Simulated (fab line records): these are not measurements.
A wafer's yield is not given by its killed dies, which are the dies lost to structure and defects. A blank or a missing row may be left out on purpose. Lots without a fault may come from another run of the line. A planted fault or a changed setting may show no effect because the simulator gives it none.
Struck lot and sound lot, side by side -- flow gf180mcu -- 23 out of 602 route steps
Sound: the wafers L686.1, L686.3, L686.5. Struck: wafers L702.3, L702.4. (L702.2 of the same lot was not struck and is left out.) The cause comes at the end.
Per side, at each step with rows, come the tool, then ch with its chambers, and then its first start. Under that, the readings that differ: sound wafers -- struck wafers -- difference of the means -- sigmas: that difference in standard deviations of wafers without a fault.
alike: readings with means less than 2 such deviations apart, plus words and numbers identical on both sides. not compared: withheld readings, readings lacking a value on some wafer, bounds such as >300 that could conceal the same value, and numbers that have no deviation in the record and whose values overlap.
Wherever a step has rows on one side only, a row that says differs or no value, or a row with sigmas, the two part there. Non-overlapping numbers with no deviation appear without sigmas and do not part them. A reading that every wafer of one side lacks parts them only if that side has two wafers or more.

first, 1 step without rows for these wafers: GF_POLY_GATE_DEVELOP_09 (develop time 60 s).
GF_POLY_GATE_CD_MEAS_10 targets a cd of 280 nm.
  sound on cd sem-01 at day 11 04:22; struck on cd sem-02 at day 15 16:04
  alike: cd nm
GF_POLY_GATE_OVL_MEAS_11:
  sound on overlay-01 at day 11 04:29; struck on overlay-02 at day 15 16:11
  alike: POLY_GATE_OVL
GF_POLY_GATE_ETCH_12: etches BARC in N2/H2.
  sound on rie diel-01 ch 0,1,3, day 11 04:31; struck on rie diel-01 ch 0,1, day 15 16:13
  alike: drypump motor current A, oes product au, throttle valve pct
GF_POLY_GATE_ETCH_13: etches poly-Si in HBr/Cl2, stops on SiO2, target depth 198.5 nm, time 69.6 s.
  sound on rie si-01 ch 0,1,3, day 11 04:34; struck on rie si-01 ch 0,3, day 15 16:16
  alike: drypump motor current A, he backside leak sccm, oes product au, throttle valve pct
  not compared: rf hours counter h
GF_POLY_GATE_STRIP_14: strips in O2/N2.
  sound on plasma asher-03 ch 0,1, day 11 04:37; struck on plasma asher-03 ch 0,1, day 15 16:20
  alike: drypump motor current A, heater power w, o2 flow sccm, oes product au
  not compared: rf hours counter h
then, 2 steps without rows for these wafers: GF_POLY_GATE_CLEAN_15 (cleans in SC1/SC2, time 150 s); GF_POLY_GATE_OXIDATION_16 (stabilise 600 s, purge 300 s, target thk 4 nm).
GF_POLY_GATE_THK_MEAS_17:
  sound on film metro-03 at day 11 06:01; struck on film metro-04 at day 15 18:29
  alike: POLY_GATE_OXIDATION_THK
GF_POLY_GATE_CD_MEAS_18:
  sound on cd sem-02 at day 11 06:05; struck on cd sem-02 at day 15 18:34
  alike: cd nm
then, 2 steps without rows for these wafers: GF_HV_LDD_DEHYDRATE_00 (time 60 s); GF_HV_LDD_HMDS_01 (prime time 60 s).
GF_HV_LDD_COAT_02: resist thk 1000 nm.
  sound on litho track-02 ch 0, day 11 14:44; struck on litho track-03 ch 0, day 16 05:31
reading,sound,struck,difference,sigmas
model.NOVOLAK_of_HV_LDD_COAT_02.thk nm (nm),1000 998.5 996.1,762.4 762.6,-235.7,
then, 3 steps without rows for these wafers: GF_HV_LDD_SOFTBAKE_03 (time 60 s); GF_HV_LDD_EXPOSE_04 (exposes mask Nplus LV AREA, target cd 400 nm); GF_HV_LDD_PEB_05.
GF_HV_LDD_DEVELOP_06: develop time 60 s.
  sound on litho track-02 ch 0, day 12 00:44; struck on litho track-03 ch 0, day 16 17:13
reading,sound,struck,difference,sigmas
model.NOVOLAK_of_HV_LDD_COAT_02.thk nm (nm),999.8 998 995.7,762 762.2,-236,
  alike: developer temp C
GF_HV_LDD_CD_MEAS_07 targets a cd of 400 nm.
  sound on cd sem-01 at day 12 00:53; struck on cd sem-01 at day 16 17:22
reading,sound,struck,difference,sigmas
cd nm (nm),398.8 400.3 398.0,423.4 425.2,+25.3,+13
GF_HV_LDD_OVL_MEAS_08:
  sound on overlay-01 at day 12 01:01; struck on overlay-01 at day 16 17:28
  alike: HV_LDD_OVL
after that, 1 step had no rows for these wafers: GF_HV_LDD_IMPLANT_09.
GF_HV_LDD_STRIP_10: strips in O2/N2.
  sound on plasma asher-04 ch 1, day 12 01:11; struck on plasma asher-02 ch 0,1, day 16 17:39
reading,sound,struck,difference,sigmas
oes product au (a.u.),0.712 0.714 0.716,0.638 0.650,-0.070,-15
strip time to endpoint s (s),12.63 12.62 12.59,9.84 9.85,-2.77,-73
  alike: drypump motor current A, heater power w, o2 flow sccm
  not compared: rf hours counter h
GF_HV_LDD_TW_MEAS_11:
  sound on film metro-02 at day 12 01:17; struck on film metro-03 at day 16 17:46
  alike: HV_LDD_TW
GF_PASSIVATION_PROBE_99:
  sound wafers here have rows in the record (prober-02, day 30 22:42); struck ones have none

WHERE THEY PART
At GF_HV_LDD_CD_MEAS_07 first; at GF_PASSIVATION_PROBE_99 last (within this record only).

WHY: whatever the simulator had introduced
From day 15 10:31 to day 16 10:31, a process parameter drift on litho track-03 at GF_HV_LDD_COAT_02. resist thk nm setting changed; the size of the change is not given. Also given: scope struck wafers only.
